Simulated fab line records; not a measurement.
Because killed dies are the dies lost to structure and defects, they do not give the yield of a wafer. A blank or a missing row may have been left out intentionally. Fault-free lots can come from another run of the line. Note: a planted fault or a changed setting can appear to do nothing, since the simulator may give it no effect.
Chamber matching || flow sky130 || rie_diel-04 running SKY_POLY_GATE_ETCH_16: 4 sister chambers
The step etches Si3N4 in CH3F/O2, stops on poly-Si, time 147.5 s, target depth 75 nm. 16 wafers are shown with their chamber, then 8 later ones without.

EACH WAFER AND ITS CHAMBER
{"wafer": "L076.2", "chamber": 0, "drypump_motor_current_A (A)": 5.8, "throttle_valve_pct (%)": 10.544, "oes_product_au (a.u.)": 0.637}
{"wafer": "L076.3", "chamber": 1, "drypump_motor_current_A (A)": 6.2, "throttle_valve_pct (%)": 10.541, "oes_product_au (a.u.)": 0.643}
{"wafer": "L076.6", "chamber": 1, "drypump_motor_current_A (A)": 6.2, "throttle_valve_pct (%)": 10.518, "oes_product_au (a.u.)": 0.640}
{"wafer": "L077.1", "chamber": 0, "drypump_motor_current_A (A)": 5.8, "throttle_valve_pct (%)": 10.550, "oes_product_au (a.u.)": 0.640}
{"wafer": "L077.2", "chamber": 1, "drypump_motor_current_A (A)": 6.1, "throttle_valve_pct (%)": 10.514, "oes_product_au (a.u.)": 0.640}
{"wafer": "L077.3", "chamber": 3, "drypump_motor_current_A (A)": 6.6, "throttle_valve_pct (%)": 10.540, "oes_product_au (a.u.)": 0.643}
{"wafer": "L077.4", "chamber": 2, "drypump_motor_current_A (A)": 6.1, "throttle_valve_pct (%)": 10.537, "oes_product_au (a.u.)": 0.641}
{"wafer": "L077.5", "chamber": 1, "drypump_motor_current_A (A)": 6.1, "throttle_valve_pct (%)": 10.538, "oes_product_au (a.u.)": 0.643}
{"wafer": "L077.6", "chamber": 2, "drypump_motor_current_A (A)": 6.1, "throttle_valve_pct (%)": 10.543, "oes_product_au (a.u.)": 0.645}
{"wafer": "L080.3", "chamber": 3, "drypump_motor_current_A (A)": 6.6, "throttle_valve_pct (%)": 10.529, "oes_product_au (a.u.)": 0.637}
{"wafer": "L080.5", "chamber": 3, "drypump_motor_current_A (A)": 6.6, "throttle_valve_pct (%)": 10.532, "oes_product_au (a.u.)": 0.651}
{"wafer": "L080.6", "chamber": 2, "drypump_motor_current_A (A)": 6.1, "throttle_valve_pct (%)": 10.527, "oes_product_au (a.u.)": 0.649}
{"wafer": "L082.1", "chamber": 0, "drypump_motor_current_A (A)": 5.8, "throttle_valve_pct (%)": 10.543, "oes_product_au (a.u.)": 0.641}
{"wafer": "L082.3", "chamber": 3, "drypump_motor_current_A (A)": 6.6, "throttle_valve_pct (%)": 10.532, "oes_product_au (a.u.)": 0.650}
{"wafer": "L082.6", "chamber": 3, "drypump_motor_current_A (A)": 6.6, "throttle_valve_pct (%)": 10.539, "oes_product_au (a.u.)": 0.646}
{"wafer": "L084.1", "chamber": 1, "drypump_motor_current_A (A)": 6.2, "throttle_valve_pct (%)": 10.516, "oes_product_au (a.u.)": 0.641}

SIGNATURES (means of the wafers above)
{"reading": "drypump_motor_current_A", "chamber 0": 5.800, "chamber 1": 6.160, "chamber 2": 6.100, "chamber 3": 6.600, "scatter within a chamber": 0.0316}
{"reading": "throttle_valve_pct", "chamber 0": 10.54567, "chamber 1": 10.52540, "chamber 2": 10.53567, "chamber 3": 10.53440, "scatter within a chamber": 0.00879}
{"reading": "oes_product_au", "chamber 0": 0.63933, "chamber 1": 0.64140, "chamber 2": 0.64500, "chamber 3": 0.64540, "scatter within a chamber": 0.00386}
Rule: a wafer's distance from a chamber is the root of the sum, over the readings, of the square of ((its reading less the chamber's mean) divided by the reading's scatter). If the next closest chamber is less than 2 further off than the closest, the wafer can't be placed; otherwise it belongs to the closest. The scatter is the square root of a quotient: the sum, over the shown wafers, of each reading's squared deviation from its chamber's mean, divided by wafers minus chambers.

WAFERS MISSING THEIR CHAMBER
{"wafer": "L084.3", "drypump_motor_current_A (A)": 5.8, "throttle_valve_pct (%)": 10.535, "oes_product_au (a.u.)": 0.646}
{"wafer": "L084.6", "drypump_motor_current_A (A)": 6.6, "throttle_valve_pct (%)": 10.523, "oes_product_au (a.u.)": 0.642}
{"wafer": "L090.1", "drypump_motor_current_A (A)": 6.6, "throttle_valve_pct (%)": 10.528, "oes_product_au (a.u.)": 0.644}
{"wafer": "L090.2", "drypump_motor_current_A (A)": 5.8, "throttle_valve_pct (%)": 10.563, "oes_product_au (a.u.)": 0.646}
{"wafer": "L090.5", "drypump_motor_current_A (A)": 5.8, "throttle_valve_pct (%)": 10.549, "oes_product_au (a.u.)": 0.628}
{"wafer": "L093.1", "drypump_motor_current_A (A)": 6.2, "throttle_valve_pct (%)": 10.525, "oes_product_au (a.u.)": 0.643}
{"wafer": "L093.3", "drypump_motor_current_A (A)": 6.6, "throttle_valve_pct (%)": 10.537, "oes_product_au (a.u.)": 0.630}
{"wafer": "L093.4", "drypump_motor_current_A (A)": 6.2, "throttle_valve_pct (%)": 10.550, "oes_product_au (a.u.)": 0.638}

THE CHAMBER EACH PASSED THROUGH
{"wafer": "L084.3", "from the rows above": 0, "in truth": 0}
{"wafer": "L084.6", "from the rows above": 3, "in truth": 3}
{"wafer": "L090.1", "from the rows above": 3, "in truth": 3}
{"wafer": "L090.2", "from the rows above": 0, "in truth": 0}
{"wafer": "L090.5", "from the rows above": 0, "in truth": 0}
{"wafer": "L093.1", "from the rows above": 1, "in truth": 1}
{"wafer": "L093.3", "from the rows above": 3, "in truth": 3}
{"wafer": "L093.4", "from the rows above": "can't be placed: 1 or 2", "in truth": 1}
Correct placement for 7 of the 8. Unplaceable from these rows: 1, with the true chamber sitting among the candidates in 1. Wrongly placed: 0.
